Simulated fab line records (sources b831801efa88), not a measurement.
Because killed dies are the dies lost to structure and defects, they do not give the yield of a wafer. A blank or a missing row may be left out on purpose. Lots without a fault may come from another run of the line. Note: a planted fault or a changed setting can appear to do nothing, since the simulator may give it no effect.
What tool caused it?	flow sky130	12 lots (36 wafers sampled), 1 step of a 708-step route

== WHAT THE GAUGES SHOWED, per wafer ==
SKY_METAL2_CD_MEAS_15 targets a cd of 140 nm.
lot	measured	on	cd nm (nm)
L075	day 35 11:41	cd sem-01	138.9 138.5 137.8
L077	day 36 09:53	cd sem-01	138.8 139.5 138.0
L079	day 36 20:19	cd sem-02	138.2 140.1 140.0
L081	day 37 15:16	cd sem-02	137.8 138.2 137.9
L084	day 39 10:10	cd sem-02	140.8 139.4 140.1
L085	day 39 13:19	cd sem-02	138.8 138.3 139.0
L086	day 39 16:49	cd sem-02	140.6 141.5 141.6
L089	day 40 00:16	cd sem-01	139.3 139.4 138.4
L092	day 40 16:35	cd sem-02	137.7 139.4 139.6
L093	day 41 00:07	cd sem-01	139.1 137.2 138.5
L095	day 41 15:14	cd sem-01	139.7 138.3 138.7
L097	day 42 17:34	cd sem-02	140.4 139.9 140.3

== EACH LOT AND THE TOOL THAT RAN IT (in order: tool; ch and the chambers of the sampled wafers; start) ==
There is no process step in the record ahead of these readings.

== THE ANSWER, worked out from the rows above alone ==
Rule: the usual values come from the lots themselves. Put in order of their means at a reading, lots are off if they are a third of the lots or fewer, leave a main group of 4 or more, and stand apart from it by a gap of 3 or more times the standard deviation of the main group's means; of several such gaps the widest counts. Not used: any main group whose means are identical at the precision the tables above print for the reading. A lot without any number at a reading at which 4 lots or more have one is off too. Where the step has rows for the other lots, those lots are counted as sound.
No lot is off on any of the readings shown, so nothing can be concluded from this.

== WHAT WAS PUT IN BY THE SIMULATOR ==
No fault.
